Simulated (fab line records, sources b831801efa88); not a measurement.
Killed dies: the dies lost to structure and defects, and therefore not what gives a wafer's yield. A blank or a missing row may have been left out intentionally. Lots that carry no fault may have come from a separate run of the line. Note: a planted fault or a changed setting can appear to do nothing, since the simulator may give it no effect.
A single fault, viewed from 2 desks    flow gf180mcu    each desk has only its own numbers; what lay behind them comes last

## TOOL OWNER'S DESK, implanter-01
GF_HV_LDD_IMPLANT_36, tool's own readings: per-lot mean of the sampled wafers with a number, covering each lot this tool ran. Any lot whose mean is over 4 standard deviations away from the usual mean is out of limits and marked OUT; that distance is given in the brackets.
Columns: A = end station pressure torr at GF_HV_LDD_IMPLANT_36, usual 5.04e-06 Torr; B = tilt deg at GF_HV_LDD_IMPLANT_36, usual 30.004 degrees
lot   first seen here  A         B
L592  day 11 21:26     5.05e-06  29.986
L598  day 13 12:47     5.05e-06  30.023
L599  day 13 18:17     5.41e-06  30.015
L604  day 15 11:05     5.01e-06  0.001 (-99 or more) OUT
L605  day 15 20:45     4.92e-06  0.003 (-99 or more) OUT
Finding of this desk: L604, L605 out of limits; the first was L604 at day 15 11:05, on tilt deg at GF_HV_LDD_IMPLANT_36. In limits: L592, L598, L599.

## THE METROLOGY DESK
Means of the sampled wafers that have a number, per lot and without regard to the tool the lot ran on: this is what the gauges read. Any lot whose mean is over 4 standard deviations away from the usual mean is out of limits and marked OUT; that distance is given in the brackets.
Columns: A = HV_LDD_RS at GF_HV_LDD_RS_MEAS_53, usual 418.4 ohm/sq; B = M3_ALCU_THK at GF_M3_THK_MEAS_06, usual 452 nm; C = V3_CVD_00_THK at GF_V3_THK_MEAS_01, usual 602 nm
lot   first seen here  A                B    C
L592  day 12 17:05     420.1            457  592
L596  day 13 22:04     418.2            450  590
L597  day 14 06:04     418.8            454  600
L598  day 14 10:09     419.2            457  602
L599  day 14 15:53     418.3            456  601
L603  day 16 04:20     418.1            453  618
L604  day 16 09:24     376.0 (-39) OUT  456  606
L605  day 16 19:47     375.3 (-39) OUT  451  589
L610  day 18 08:16     418.1            451  600
L611  day 18 21:58     417.9            449  602
L612  day 19 02:12     418.0            448  606
L613  day 19 09:34     417.6            446  602
L614  day 19 17:15     418.0            453  598
This desk finds L604, L605 out of limits, with the earliest case on L604 at day 16 09:24 (HV_LDD_RS at GF_HV_LDD_RS_MEAS_53). In limits: L592, L596, L597, L598, L599, L603, L610, L611, L612, L613, L614.

## TAKEN TOGETHER
The tool owner's desk could have raised an alarm at day 15 11:05, on L604, L605.
The metrology desk could have raised an alarm at day 16 09:24, on L604, L605.
GF_HV_LDD_IMPLANT_36 was run on implanter-01 by each of the lots named.

## WHAT THE SIMULATOR PUT IN
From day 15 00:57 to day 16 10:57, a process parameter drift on implanter-01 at GF_HV_LDD_IMPLANT_36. Setting tilt deg, moved by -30, from 30. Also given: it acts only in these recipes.
Shown lots that were struck: L604, L605.
Delay (hours) between the fault's onset and each desk's first out-of-limits reading: 10 at the tool owner's desk, 32 at the metrology desk.
